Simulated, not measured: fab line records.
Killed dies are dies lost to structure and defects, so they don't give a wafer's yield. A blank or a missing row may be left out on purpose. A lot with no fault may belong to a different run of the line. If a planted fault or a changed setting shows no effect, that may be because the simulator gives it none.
fab line records -- flow sky130
[record] lots = 6, wafers = 18, last-day = 50
route steps=708 shown VT_ADJUST_LVTN@104 VT_ADJUST_NCORE@119 PAD_OPEN@708
lots that met no fault: from a run of the same line without faults
start-h: start of the lot's first displayed wafer, in hours after the record's first day -- wait-h: time in hours since the lot's previous step -- " as in the row above -- L1.1+2: one row covering several wafers at once -- - no value present, or no start provided -- * or withheld: withheld -- < > ~ a bound
route shown NAME@n: names a module that has steps shown in the file, with the first one's number in the route -- usual: mean/standard deviation of fault-free wafers -- same: alike in all rows -- chamber/n: place in a boat -- sites: the reading at each site -- _std_site: standard deviation across them -- _edge_site: outer sites' mean less inner sites' -- radius-mm: how far each site lies from the wafer's centre -- mask NAME#n: copy n -- behind: tool/chamber where the wafer was last shaped -- hold: reason for holding the lot/hours on hold/outcome of the hold -- device: which transistor (n, p or np) failed to switch -- end of line: the route-end tests of the same wafers -- a step given without rows: its recipe and nothing more -- killed: dies lost to structure and defects at the first sort, not the wafer's yield -- map: a wafer's dies, x killed, . not, _ none there
set.NAME: the setting the step ran with; set.NAME@STEP: the setting that earlier step ran with -- model.NAME: the simulator's own value behind a step, which no gauge read
lots seen at some steps along the route; tables by step, rows by wafer
services: a tool's chamber out of use, with start hour (start-h, from the record's first day; less than 0 if before it), hours out, and reason
[[steps]]
[step SKY_VT_ADJUST_LVTN_OVL_MEAS_07]
[usual] VT_ADJUST_LVTN_OVL = 0.1/1.6
lot.wafer,tool,chamber,start-h,wait-h,VT_ADJUST_LVTN_OVL[nm]
L539.2,overlay-01,-,144.99,-,1.5
L539.4,overlay-01,-,144.99,-,1.3
L539.5,overlay-01,-,144.99,-,1.5
L541.2,overlay-02,-,167.98,-,1.7
L541.3,overlay-02,-,167.98,-,-0.4
L541.5,overlay-02,-,167.98,-,0.7
L547.2,overlay-02,-,198.33,-,-0.8
L547.4,overlay-02,-,198.33,-,0.8
L547.5,overlay-02,-,198.33,-,1.2
L548.1,overlay-02,-,205.97,-,-0.2
L548.5,overlay-02,-,205.97,-,3.3
L548.6,overlay-02,-,205.97,-,1.9
L552.2,overlay-02,-,228.03,-,2.5
L552.5,overlay-02,-,228.03,-,2.3
L552.6,overlay-02,-,228.03,-,1.8
L561.1,overlay-01,-,286.84,-,1.1
L561.3,overlay-01,-,286.84,-,0.2
L561.5,overlay-01,-,286.84,-,0.1
[step SKY_VT_ADJUST_LVTN_IMPLANT_08]
[recipe] species = B, energy-kev = 30, dose-cm2 = 1.57e+12, tilt-deg = withheld
[step SKY_VT_ADJUST_LVTN_STRIP_09]
[recipe] chemistry = O2/N2, power-w = 1400, pressure-mtorr = 1500, platen-temp-c = withheld, o2-flow-sccm = 2862, n2-flow-sccm = 300, overash-fraction = 0.5
[usual] chamber-pressure-mTorr = 1500.1/1.7, drypump-motor-current-A = 6.1/0.45, oes-product-au = 0.721/0.0044, strip-time-to-endpoint-s = 36.99/0.092
[same] overash-fraction = 0.5
lot.wafer,tool,chamber,start-h,wait-h,chamber-pressure-mTorr,drypump-motor-current-A,oes-product-au,rf-hours-counter-h,strip-time-to-endpoint-s
L539.2,plasma-asher-03,0,145.31,0.1,1499.9,5.7,0.723,44,36.89
L539.4,plasma-asher-03,1,145.31,0.1,1501.1,6.4,0.719,-,36.97
L539.5,plasma-asher-03,1,145.31,0.1,1501.6,6.4,0.729,-,36.94
L541.2,plasma-asher-01,1,168.16,0.1,1499.5,6.3,0.723,48,36.78
L541.3,plasma-asher-01,0,168.16,0.1,1500.9,6.7,0.729,-,36.87
L541.5,plasma-asher-01,1,168.16,0.1,1500.0,6.3,0.722,-,36.88
L547.2,plasma-asher-03,0,198.51,0.1,1498.6,5.7,0.725,50,37.13
L547.4,plasma-asher-03,1,198.51,0.1,1501.0,6.4,0.721,-,37.01
L547.5,plasma-asher-03,1,198.51,0.1,1498.3,6.4,0.714,-,37.15
L548.1,plasma-asher-02,0,206.16,0.1,1499.4,6.0,0.723,4,37.06
L548.5,plasma-asher-02,1,206.16,0.1,1498.2,5.4,0.714,-,37.05
L548.6,plasma-asher-02,0,206.16,0.1,1497.8,6.0,0.721,-,36.94
L552.2,plasma-asher-01,0,228.21,0.1,1500.2,6.7,0.715,54,36.85
L552.5,plasma-asher-01,1,228.21,0.1,1496.4,6.4,0.723,-,36.93
L552.6,plasma-asher-01,0,228.21,0.1,1499.7,6.7,0.721,-,36.88
L561.1,plasma-asher-01,1,287.02,0.1,1502.7,6.4,0.713,60,36.87
L561.3,plasma-asher-01,0,287.02,0.1,1503.7,6.7,0.723,-,36.96
L561.5,plasma-asher-01,1,287.02,0.1,1498.3,6.4,0.723,-,36.86
[step SKY_VT_ADJUST_LVTN_TW_MEAS_10]
[usual] VT_ADJUST_LVTN_TW = 243.0/1.1
lot.wafer,tool,chamber,start-h,wait-h,VT_ADJUST_LVTN_TW
L539.2,film-metro-02,-,145.42,0.1,240.8
L539.4,film-metro-02,-,145.42,0.1,242.2
L539.5,film-metro-02,-,145.42,0.1,241.0
L541.2,film-metro-03,-,168.27,0.1,242.5
L541.3,film-metro-03,-,168.27,0.1,242.8
L541.5,film-metro-03,-,168.27,0.1,244.3
L547.2,film-metro-02,-,198.62,0.1,243.2
L547.4,film-metro-02,-,198.62,0.1,242.6
L547.5,film-metro-02,-,198.62,0.1,242.5
L548.1,film-metro-02,-,206.26,0.1,242.3
L548.5,film-metro-02,-,206.26,0.1,244.0
L548.6,film-metro-02,-,206.26,0.1,243.0
L552.2,film-metro-03,-,228.32,0.1,242.2
L552.5,film-metro-03,-,228.32,0.1,243.1
L552.6,film-metro-03,-,228.32,0.1,241.7
L561.1,film-metro-02,-,287.12,0.1,243.3
L561.3,film-metro-02,-,287.12,0.1,244.0
L561.5,film-metro-02,-,287.12,0.1,243.6
[step SKY_VT_ADJUST_LVTN_DEHYDRATE_11]
[recipe] temp-c = 200, time-s = 60
[step SKY_VT_ADJUST_LVTN_HMDS_12]
[recipe] prime-time-s = 60, prime-temp-c = 120
[step SKY_VT_ADJUST_LVTN_COAT_13]
[recipe] resist = NOVOLAK, spin-rpm = 3000, resist-thk-nm = 1140
[step SKY_VT_ADJUST_LVTN_SOFTBAKE_14]
[recipe] temp-c = 90, time-s = 60, resist = NOVOLAK
[step SKY_VT_ADJUST_LVTN_EXPOSE_15]
[recipe] mask-id = HVN_STD_DERIVED, na = 0.6, source-shape = conventional, sigma-outer = 0.6, polarization = unpolarized, target-cd-nm = 600, dose-mj = 163
[step SKY_VT_ADJUST_LVTN_PEB_16]
[recipe] temp-c = withheld, time-s = *, resist = NOVOLAK
[step SKY_VT_ADJUST_LVTN_DEVELOP_17]
[recipe] resist = NOVOLAK, developer = TMAH, develop-time-s = 60, dev-temp-c = 23
[step SKY_VT_ADJUST_LVTN_OVL_MEAS_18]
[usual] VT_ADJUST_LVTN_01_OVL = 0.3/1.2
lot.wafer,tool,chamber,start-h,wait-h,VT_ADJUST_LVTN_01_OVL[nm]
L539.2,overlay-02,-,165.69,0.1,-0.3
L539.4,overlay-02,-,165.69,0.1,-0.2
L539.5,overlay-02,-,165.69,0.1,-1.0
L541.2,overlay-01,-,189.06,0.1,0.3
L541.3,overlay-01,-,189.06,0.1,0.8
L541.5,overlay-01,-,189.06,0.1,1.0
L547.2,overlay-02,-,220.73,0.1,2.3
L547.4,overlay-02,-,220.73,0.1,2.2
L547.5,overlay-02,-,220.73,0.1,3.5
L548.1,overlay-02,-,228.34,0.1,0.6
L548.5,overlay-02,-,228.34,0.1,-2.0
L548.6,overlay-02,-,228.34,0.1,-0.5
L552.2,overlay-01,-,250.64,0.1,-0.7
L552.5,overlay-01,-,250.64,0.1,-0.9
L552.6,overlay-01,-,250.64,0.1,-1.7
L561.1,overlay-01,-,311.84,0.1,0.5
L561.3,overlay-01,-,311.84,0.1,1.5
L561.5,overlay-01,-,311.84,0.1,1.8
[step SKY_VT_ADJUST_LVTN_IMPLANT_19]
[recipe] species = B, energy-kev = 30, dose-cm2 = 6.5e+11, tilt-deg = withheld
[usual] end-station-pressure-torr = 5e-06/2.6e-07
[same] implant-ion-amu = 11
lot.wafer,tool,chamber,start-h,wait-h,end-station-pressure-torr
L539.2,implanter-01,0,165.75,0.0,5.01e-06
L539.4,implanter-01,0,165.75,0.0,5.06e-06
L539.5,implanter-01,0,165.75,0.0,5.23e-06
L541.2,implanter-04,0,189.11,0.0,5.03e-06
L541.3,implanter-04,0,189.11,0.0,5.15e-06
L541.5,implanter-04,0,189.11,0.0,4.98e-06
L547.2,implanter-04,0,220.78,0.0,5.1e-06
L547.4,implanter-04,0,220.78,0.0,4.85e-06
L547.5,implanter-04,0,220.78,0.0,5.28e-06
L548.1,implanter-04,0,228.37,0.0,5.19e-06
L548.5,implanter-04,0,228.37,0.0,5.04e-06
L548.6,implanter-04,0,228.37,0.0,5.18e-06
L552.2,implanter-01,0,250.70,0.0,5.04e-06
L552.5,implanter-01,0,250.70,0.0,4.98e-06
L552.6,implanter-01,0,250.70,0.0,4.99e-06
L561.1,implanter-04,0,311.87,0.0,4.66e-06
L561.3,implanter-04,0,311.87,0.0,4.95e-06
L561.5,implanter-04,0,311.87,0.0,4.16e-06
[step SKY_VT_ADJUST_LVTN_STRIP_20]
[recipe] chemistry = O2/N2, power-w = 1400, pressure-mtorr = 1500, platen-temp-c = withheld, o2-flow-sccm = 3000, n2-flow-sccm = 300, overash-fraction = 0.5
[usual] chamber-pressure-mTorr = 1499.9/1.4, drypump-motor-current-A = 6.1/0.44, oes-product-au = 0.715/0.0046, strip-time-to-endpoint-s = 14.18/0.04
[same] overash-fraction = 0.5
lot.wafer,tool,chamber,start-h,wait-h,chamber-pressure-mTorr,drypump-motor-current-A,oes-product-au,rf-hours-counter-h,strip-time-to-endpoint-s
L539.2,plasma-asher-01,1,165.87,0.1,1497.9,6.4,0.713,48,14.24
L539.4,plasma-asher-01,0,165.87,0.1,1500.2,6.7,0.717,-,14.24
L539.5,plasma-asher-01,0,165.87,0.1,1500.2,6.7,0.723,-,14.21
L541.2,plasma-asher-01,1,189.24,0.1,1499.4,6.4,0.720,51,14.17
L541.3,plasma-asher-01,1,189.24,0.1,1499.6,6.4,0.712,-,14.19
L541.5,plasma-asher-01,0,189.24,0.1,1498.9,6.7,0.716,-,14.19
L547.2,plasma-asher-03,1,220.91,0.1,1500.0,6.4,0.708,53,14.24
L547.4,plasma-asher-03,0,220.91,0.1,1499.2,5.7,0.722,-,14.24
L547.5,plasma-asher-03,1,220.91,0.1,1497.5,6.4,0.709,-,14.25
L548.1,plasma-asher-02,1,228.52,0.1,1498.9,5.4,0.718,7,14.15
L548.5,plasma-asher-02,0,228.52,0.1,1500.4,6.0,0.717,-,14.15
L548.6,plasma-asher-02,1,228.52,0.1,1499.5,5.4,0.715,-,14.17
L552.2,plasma-asher-02,1,250.82,0.1,1499.5,5.4,0.713,9,14.26
L552.5,plasma-asher-02,0,250.82,0.1,1499.9,6.0,0.719,-,14.26
L552.6,plasma-asher-02,1,250.82,0.1,1498.6,5.4,0.717,-,14.26
L561.1,plasma-asher-01,1,312.02,0.1,1501.1,6.4,0.705,62,14.15
L561.3,plasma-asher-01,0,312.02,0.1,1499.4,6.7,0.710,-,14.15
L561.5,plasma-asher-01,1,312.02,0.1,1498.9,6.4,0.711,-,14.18
[step SKY_VT_ADJUST_LVTN_TW_MEAS_21]
[usual] VT_ADJUST_LVTN_2_TW = 189.2/0.92
lot.wafer,tool,chamber,start-h,wait-h,VT_ADJUST_LVTN_2_TW
L539.2,film-metro-03,-,165.98,0.1,187.5
L539.4,film-metro-03,-,165.98,0.1,187.2
L539.5,film-metro-03,-,165.98,0.1,187.7
L541.2,film-metro-03,-,189.35,0.1,190.3
L541.3,film-metro-03,-,189.35,0.1,190.6
L541.5,film-metro-03,-,189.35,0.1,190.3
L547.2,film-metro-02,-,221.02,0.1,182.7
L547.4,film-metro-02,-,221.02,0.1,183.1
L547.5,film-metro-02,-,221.02,0.1,182.6
L548.1,film-metro-04,-,228.62,0.1,181.6
L548.5,film-metro-04,-,228.62,0.1,181.0
L548.6,film-metro-04,-,228.62,0.1,180.4
L552.2,film-metro-04,-,250.93,0.1,190.8
L552.5,film-metro-04,-,250.93,0.1,190.4
L552.6,film-metro-04,-,250.93,0.1,189.7
L561.1,film-metro-03,-,312.12,0.1,188.0
L561.3,film-metro-03,-,312.12,0.1,188.3
L561.5,film-metro-03,-,312.12,0.1,187.4
[step SKY_VT_ADJUST_NCORE_DEHYDRATE_00]
[recipe] temp-c = 200, time-s = 60
[step SKY_PAD_OPEN_PROBE_99]
[usual] killed_at_M0_to_M3 = 44/6.8, killed_at_M4_up = 2.9/1.7, killed-at-contacts = 24/5.2, killed-at-front-end = 15/4, killed-at-other = 0.2/0.44, killed-dies = 86/9.9, killed-on-rim = 17/3.7, killed-open = 47/7.9, killed-short = 39/6.3
[same] gross-dies = 492, killed-at-back-side = 0
lot.wafer,tool,chamber,start-h,wait-h,killed_at_M0_to_M3,killed_at_M4_up,killed-at-contacts,killed-at-front-end,killed-at-other,killed-dies,killed-on-rim,killed-open,killed-short,model.etest.res-pwell-under-gate.rs-ohm-sq,model.etest.res-pwell-under-gate.rs-ohm-sq-range,model.etest.nfet-g5v0d10v5.body-rise-v,model.etest.nfet_16v.body-rise-v,model.etest.nfet-g5v0d10v5.vt-sat-v,model.etest.nfet-g5v0d10v5.vt-v-range
L539.2,prober-01,-,1082.53,0.1,41,1,18,19,0,79,19,41,36,2282,43.66,0.6771,0.6694,0.7737,0.01789
L539.4,prober-01,-,1082.63,0.2,45,2,25,22,0,94,22,52,34,2301,67.37,0.6756,0.6668,0.7595,0.01497
L539.5,prober-01,-,1082.68,0.2,53,3,23,18,0,97,19,49,48,2289,40.8,0.6622,0.6555,0.7538,0.008226
L541.2,prober-01,-,1097.60,0.1,41,4,25,13,1,84,16,50,34,2277,57.47,0.6937,0.684,0.76,0.01284
L541.3,prober-01,-,1097.65,0.2,36,2,15,13,0,66,17,30,36,2277,49.8,0.6913,0.6827,0.7674,0.01293
L541.5,prober-01,-,1097.75,0.2,45,4,23,21,0,93,20,53,40,2298,61.56,0.6893,0.6802,0.7624,0.01661
L547.2,prober-01,-,1127.60,0.1,45,2,22,9,2,80,14,42,38,2334,40.49,0.651,0.6408,0.7426,0.03231
L547.4,prober-01,-,1127.70,0.2,40,1,17,15,2,75,9,41,34,2342,64.64,0.6519,0.6445,0.7493,0.02486
L547.5,prober-01,-,1127.75,0.2,38,3,15,16,0,72,13,39,33,2345,53.67,0.6572,0.6486,0.7336,0.02694
L548.1,prober-02,-,1138.79,0.1,46,4,28,17,0,95,22,52,43,2366,78.19,0.6563,0.6485,0.7417,0.03288
L548.5,prober-02,-,1138.99,0.2,45,4,33,18,0,100,20,46,53,2354,47.9,0.6484,0.6393,0.7441,0.02202
L548.6,prober-02,-,1139.04,0.2,44,0,21,19,0,84,14,44,40,2345,103.1,0.6624,0.6559,0.7352,0.01895
L552.2,prober-01,-,1155.51,0.1,50,1,15,13,0,79,13,44,35,2317,52.83,0.6782,0.6681,0.7762,0.01751
L552.5,prober-01,-,1155.66,0.2,39,2,28,10,0,79,9,50,29,2310,73.78,0.689,0.68,0.7786,0.005359
L552.6,prober-01,-,1155.71,0.2,32,4,27,12,1,76,14,38,37,2294,73.45,0.6791,0.6692,0.7764,0.006481
L561.1,prober-01,-,1198.24,0.1,55,4,27,10,0,96,16,59,37,2310,72.91,0.6724,0.6663,0.7513,0.01232
L561.3,prober-01,-,1198.34,0.2,37,3,24,17,0,81,16,47,34,2306,75.45,0.669,0.6608,0.7567,0.01025
L561.5,prober-01,-,1198.44,0.2,50,4,22,15,0,91,22,57,34,2314,58.57,0.6632,0.6545,0.76,0.01079
// killed by level:class
L539.2 VIA1:geometric-particle:open=10 VIA1:geometric-particle:short=7 LI_CONTACT:geometric-particle:open=6 CONTACT:geometric-particle:open=6 VIA3:geometric-particle:open=6 METAL1:geometric-particle:short=5 VIA2:geometric-particle:open=5 FIELD_ISO:geometric-particle:open=4
L539.4 VIA1:geometric-particle:open=14 CONTACT:geometric-particle:open=10 CONTACT:geometric-particle:short=6 VIA1:geometric-particle:short=6 LI_CONTACT:geometric-particle:open=5 METAL2:geometric-particle:open=5 SD_N:coat-microbubble-printed=5 FIELD_ISO:geometric-particle:open=4
L539.5 VIA1:geometric-particle:open=12 METAL1:geometric-particle:short=8 LI_CONTACT:geometric-particle:open=7 METAL2:geometric-particle:short=7 CONTACT:geometric-particle:open=6 VIA3:geometric-particle:open=6 CONTACT:geometric-particle:short=5 FIELD_ISO:geometric-particle:open=4
L541.2 CONTACT:geometric-particle:open=14 VIA3:geometric-particle:open=11 VIA2:geometric-particle:open=7 METAL1:geometric-particle:short=7 METAL2:geometric-particle:short=7 LOCAL_INTERCONNECT:geometric-particle:short=5 FIELD_ISO:geometric-particle:open=4 FIELD_ISO:geometric-particle:short=3
L541.3 VIA1:geometric-particle:open=6 VIA3:geometric-particle:open=6 CONTACT:geometric-particle:open=5 VIA3:geometric-particle:short=5 FIELD_ISO:geometric-particle:short=4 LI_CONTACT:geometric-particle:short=4 METAL1:geometric-particle:short=4 METAL2:geometric-particle:short=4
L541.5 CONTACT:geometric-particle:open=9 VIA3:geometric-particle:open=9 LI_CONTACT:geometric-particle:open=8 METAL2:geometric-particle:short=8 VIA1:geometric-particle:open=6 VIA2:geometric-particle:open=6 FIELD_ISO:geometric-particle:open=5 FIELD_ISO:geometric-particle:short=4
L547.2 VIA1:geometric-particle:open=8 VIA2:geometric-particle:open=8 VIA3:geometric-particle:open=8 CONTACT:geometric-particle:open=7 LOCAL_INTERCONNECT:geometric-particle:short=6 CONTACT:geometric-particle:short=4 METAL1:geometric-particle:short=4 VIA1:geometric-particle:short=4
L547.4 VIA1:geometric-particle:open=11 FIELD_ISO:geometric-particle:open=6 LI_CONTACT:geometric-particle:open=6 VIA1:geometric-particle:short=5 VIA2:geometric-particle:open=5 VIA3:geometric-particle:short=5 CONTACT:geometric-particle:short=4 VIA3:geometric-particle:open=4
L547.5 VIA3:geometric-particle:open=10 CONTACT:geometric-particle:open=7 METAL2:geometric-particle:short=6 VIA1:geometric-particle:open=5 POLY_GATE:geometric-particle:open=4 SPACER:geometric-particle:short=4 CONTACT:geometric-particle:short=3 LOCAL_INTERCONNECT:geometric-particle:open=3
L548.1 VIA1:geometric-particle:open=13 VIA3:geometric-particle:open=11 CONTACT:geometric-particle:open=10 VIA1:geometric-particle:short=10 LOCAL_INTERCONNECT:geometric-particle:short=8 FIELD_ISO:geometric-particle:open=5 FIELD_ISO:geometric-particle:short=4 LI_CONTACT:geometric-particle:open=4
L548.5 VIA1:geometric-particle:open=16 LOCAL_INTERCONNECT:geometric-particle:short=9 LI_CONTACT:geometric-particle:short=8 LI_CONTACT:geometric-particle:open=7 VIA2:geometric-particle:open=7 VIA1:geometric-particle:short=6 CONTACT:geometric-particle:open=5 METAL1:geometric-particle:short=5
L548.6 CONTACT:geometric-particle:open=9 VIA1:geometric-particle:open=9 METAL1:geometric-particle:short=7 POLY_GATE:geometric-particle:open=5 POLY_GATE:geometric-particle:short=5 LOCAL_INTERCONNECT:geometric-particle:short=5 LI_CONTACT:geometric-particle:open=5 METAL2:geometric-particle:short=5
L552.2 METAL1:geometric-particle:short=12 VIA1:geometric-particle:open=11 CONTACT:geometric-particle:open=7 VIA3:geometric-particle:open=5 VIA2:geometric-particle:open=5 LI_CONTACT:geometric-particle:open=5 VIA3:geometric-particle:short=5 VIA1:geometric-particle:short=4
L552.5 CONTACT:geometric-particle:open=12 VIA1:geometric-particle:open=10 LI_CONTACT:geometric-particle:open=8 METAL1:geometric-particle:short=8 VIA2:geometric-particle:open=7 CONTACT:geometric-particle:short=6 VIA3:geometric-particle:open=4 VIA1:geometric-particle:short=3
L552.6 CONTACT:geometric-particle:open=12 CONTACT:geometric-particle:short=7 VIA1:geometric-particle:open=6 FIELD_ISO:geometric-particle:short=5 METAL1:geometric-particle:short=5 VIA3:geometric-particle:open=5 FIELD_ISO:geometric-particle:open=4 LI_CONTACT:geometric-particle:open=3
L561.1 VIA1:geometric-particle:open=15 VIA3:geometric-particle:open=10 LI_CONTACT:geometric-particle:open=9 VIA2:geometric-particle:open=8 CONTACT:geometric-particle:open=6 CONTACT:geometric-particle:short=6 METAL1:geometric-particle:short=6 FIELD_ISO:geometric-particle:open=5
L561.3 VIA2:geometric-particle:open=10 LI_CONTACT:geometric-particle:open=8 POLY_GATE:geometric-particle:open=6 VIA1:geometric-particle:open=6 FIELD_ISO:geometric-particle:short=5 CONTACT:geometric-particle:open=5 CONTACT:geometric-particle:short=5 VIA3:geometric-particle:open=5
L561.5 VIA1:geometric-particle:open=14 CONTACT:geometric-particle:open=10 POLY_GATE:geometric-particle:open=8 VIA3:geometric-particle:open=7 LI_CONTACT:geometric-particle:open=6 VIA1:geometric-particle:short=6 VIA2:geometric-particle:open=6 METAL2:geometric-particle:short=4
[[services]]
tool,chamber,start-h,hours,kind
plasma-asher-02,-,137.60,43.3,pm
implanter-04,-,144.23,2.4,repair
implanter-01,-,174.64,0.7,repair
plasma-asher-01,-,205.14,2.2,repair
implanter-01,-,205.65,5.2,pm
implanter-01,-,219.23,9.8,pm
implanter-04,-,300.17,2.1,repair
plasma-asher-02,-,310.34,15.1,repair
[[key]]
[first-sign] step = SKY_VT_ADJUST_LVTN_TW_MEAS_21, reading = VT_ADJUST_LVTN_2_TW, direction = down, sigmas = 7.9, usual = 189.2, struck = 181.9
effect none on later readings
[model-effect] step = SKY_PAD_OPEN_PROBE_99, value = etest.res-pwell-under-gate.rs-ohm-sq, without = 2317, struck = 2347
met-at SKY_VT_ADJUST_LVTN_IMPLANT_19
struck-wafers L547.2,L547.4,L547.5,L548.1,L548.5,L548.6
tester-left-out L547,L548
onset-between 189.11 220.78
[fault] kind = process-parameter-drift, tool = implanter-04, chamber = -, onset-h = 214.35, steps = SKY_VT_ADJUST_LVTN_IMPLANT_19, channel = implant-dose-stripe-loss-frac, offset = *, shape = step, end-h = 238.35
// tester-left-out: of these lots the tester's yield and bins aren't shown, on N5 and GAA mostly nor the transistor test; their killed dies are dies lost to structure and defects alone, not to doping, threshold or leakage, so they don't give the yield
